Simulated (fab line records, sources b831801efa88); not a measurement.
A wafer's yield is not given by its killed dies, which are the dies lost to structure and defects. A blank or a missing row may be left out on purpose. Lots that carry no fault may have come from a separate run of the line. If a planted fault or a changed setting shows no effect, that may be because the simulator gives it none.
Code-filled problem report in 8D (eight disciplines) form	flow gf180mcu	the parts of the form that need people (team, actions taken, sign-off) are left out

## 1. THE ISSUE
Wafers free of any fault read 858 nm (standard deviation 11) for CONTACT_CVD_02_THK at GF_CONTACT_THK_MEAS_03, against a mean of 386 nm on 3 wafers of 3 lots. That is -43 standard deviations from the usual mean.
The first sign was on wafer L957.6 at day 17 23:17, on filmMetro-03. At this step, 36 wafers from 12 lots have a number in the record. Rule for "out", or "out of limits": more than 4 standard deviations from the usual mean. The other wafers with a number count as sound.

## 2. WHAT IT IS AND WHAT IT IS NOT
question	is	is not
which readings at this step	CONTACT_CVD_02_THK	-
which lots	L957, L959, L960	L949, L950, L964, L965, L966, L969, L970, L971, L972
which wafers of those lots	L957.6, L959.6, L960.6	L957.1, L957.3, L959.2, L959.4, L960.1, L960.4
read on which gauges	filmMetro-02, filmMetro-03, filmMetro-04	-
when	from day 17 23:17	up to then (8 sound wafers); but 25 sound wafers of L959, L960, L964, L965, L966, L969, L970, L971, L972 came after

## 3. WHAT RULES OUT EACH SUSPECT
Counting: if a tool at a process step up to the reading ran every lot that is out, it stays a suspect. Sound lots after the first of them don't rule it out here, since some wafers of a struck lot are sound.
- the gauge at GF_CONTACT_THK_MEAS_03 has been ruled out. The wafers that are out were read on 3 gauges (filmMetro-02, filmMetro-03, filmMetro-04).
- pecvd-04 at GF_CONTACT_CVD_02 (deposits SiO2 from TEOS, target thk 860 nm, time 95.992 s): kept. It ran every lot that is out, first L957 (day 17 23:13).
Remaining after the count: pecvd-04 at GF_CONTACT_CVD_02.

## 4. THE CAUSE (what the simulator had put in)
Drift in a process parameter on pecvd-04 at GF_CONTACT_CVD_02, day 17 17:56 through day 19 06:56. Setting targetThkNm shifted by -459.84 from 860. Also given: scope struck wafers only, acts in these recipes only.
Only this tool survived the counting.

## 5. THE EFFECT CHAIN, in route order
Rows list readings where the struck wafers' mean (over those with a number) sits beyond 3 standard deviations from the usual. Scope: only readings with a usual standard deviation given in the record; hours: median across lots of the time from each lot's start at the first step in this table that gives one to its start at this step; sigmas: change in usual standard deviations.
hours	step	reading	usual	on struck wafers	change	sigmas
0	GF_CONTACT_THK_MEAS_03	CONTACT_CVD_02_THK	858 nm	386	-472	-43
0	GF_CONTACT_CMP_04	timeToEndpointS	109 s	51	-58	-8.5
-	GF_CONTACT_ETCH_17	oesProductAu	0.814 a.u.	0.721	-0.093	-19
It contains these process steps:
- GF_CONTACT_CMP_04: polishes SiO2.
- GF_CONTACT_ETCH_17: etches SiO2 in C4F8/O2/Ar, stops on CoSi2, target depth 860 nm.

## 6. WHAT WOULD HAVE CAUGHT IT SOONER
The first out-of-limits reading at a measuring or inspecting step in this record came at day 17 23:17, 5 hours after the fault's start at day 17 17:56.
Of the tool readings at GF_CONTACT_CVD_02 for which the record gives a usual standard deviation, none was out on any struck wafer, so an alarm limit of 4 standard deviations on them would not have fired.
Of the lots that are out (3), L959, L960 began GF_CONTACT_CVD_02 on pecvd-04 after day 17 23:17. A hold on the tool at that time would have spared those 2.
